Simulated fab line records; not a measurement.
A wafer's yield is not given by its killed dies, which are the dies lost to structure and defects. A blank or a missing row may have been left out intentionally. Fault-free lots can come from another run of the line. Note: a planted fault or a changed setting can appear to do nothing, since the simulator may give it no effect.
Which tool is to blame? / flow sky130 / 18 wafers from 6 lots sampled at 4 of the route's 708 steps

== WHAT THE GAUGES READ, wafer by wafer ==
SKY_VIA2_THK_MEAS_01.
lot=L703; measured=day 35 20:25; on=film metro-04; VIA2_HDPCVD_THK (nm)=1175 1168 1164
lot=L706; measured=day 36 23:37; on=film metro-01; VIA2_HDPCVD_THK (nm)=1198 1200 1182
lot=L709; measured=day 37 12:49; on=film metro-04; VIA2_HDPCVD_THK (nm)=1765 1760 1759
lot=L711; measured=day 38 07:53; on=film metro-04; VIA2_HDPCVD_THK (nm)=1774 1771 1774
lot=L722; measured=day 41 05:24; on=film metro-02; VIA2_HDPCVD_THK (nm)=1167 1178 1174
lot=L724; measured=day 42 01:08; on=film metro-04; VIA2_HDPCVD_THK (nm)=1178 1175 1159

== WHAT TOOL EACH LOT RAN ON (gives the tool, then ch and the chambers of the sampled wafers, and finally the start) ==
lot=L703; SKY_METAL2_SPUTTER_02=pvd sputter-02, day 34 16:52; SKY_METAL2_STRIP_20=plasma asher-03 ch 0,1, day 35 19:37; SKY_VIA2_HDPCVD_00=hdpcvd-02 ch 1,2, day 35 20:13
lot=L706; SKY_METAL2_SPUTTER_02=pvd sputter-02, day 35 20:34; SKY_METAL2_STRIP_20=plasma asher-03 ch 0,1, day 36 22:50; SKY_VIA2_HDPCVD_00=hdpcvd-01 ch 1,2, day 36 23:29
lot=L709; SKY_METAL2_SPUTTER_02=pvd sputter-04, day 36 09:18; SKY_METAL2_STRIP_20=plasma asher-02 ch 0,1, day 37 12:05; SKY_VIA2_HDPCVD_00=hdpcvd-02 ch 0,1,2, day 37 12:41
lot=L711; SKY_METAL2_SPUTTER_02=pvd sputter-03, day 37 05:10; SKY_METAL2_STRIP_20=plasma asher-03 ch 0,1, day 38 07:10; SKY_VIA2_HDPCVD_00=hdpcvd-02 ch 0,1, day 38 07:46
lot=L722; SKY_METAL2_SPUTTER_02=pvd sputter-02, day 40 03:41; SKY_METAL2_STRIP_20=plasma asher-03 ch 0,1, day 41 04:40; SKY_VIA2_HDPCVD_00=hdpcvd-01 ch 1,2, day 41 05:16
lot=L724; SKY_METAL2_SPUTTER_02=pvd sputter-02, day 40 23:59; SKY_METAL2_STRIP_20=plasma asher-03 ch 0,1, day 42 00:20; SKY_VIA2_HDPCVD_00=hdpcvd-01 ch 0,1,2, day 42 00:59
- SKY_METAL2_SPUTTER_02: material AlCu, target thk 250 nm, time 13.3 s.
- SKY_METAL2_STRIP_20: strips in O2/N2.
- SKY_VIA2_HDPCVD_00: deposits SiO2, target thk 1180 nm, time 196.7 s.

== THE ANSWER, worked out from the rows above alone ==
Rule: what is usual is taken from the lots themselves. Put in order of their means at a reading, lots are off if they are a third of the lots or fewer, leave a main group of 4 or more, and stand apart from it by a gap of 3 or more times the standard deviation of the main group's means; of several such gaps the widest counts. Not used: any main group whose means are identical at the precision the tables above print for the reading. A lot without any number at a reading at which 4 lots or more have one is off too. Any other lot the step has rows for is counted as sound.
Off: L709, L711, at SKY_VIA2_THK_MEAS_01 (VIA2_HDPCVD_THK). The main group has a mean of 1176 nm with a standard deviation of 9.8.
If a tool, at a process step before that reading, ran all the lots that are off and no sound lot after the first of them, it fits. Gauges at SKY_VIA2_THK_MEAS_01: tried the same way as those tools. One fits: hdpcvd-02 at SKY_VIA2_HDPCVD_00. A fault onset in the window from L703 (day 35 20:13, its last sound lot) to L709 (day 37 12:41, its first lot off) fits.

== WHAT HAD BEEN PUT IN BY THE SIMULATOR ==
Process parameters drifting: hdpcvd-02 at SKY_VIA2_HDPCVD_00, beginning at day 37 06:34. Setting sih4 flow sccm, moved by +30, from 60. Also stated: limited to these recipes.
Shown lots that were struck: L709, L711. The same result came from the rule above.
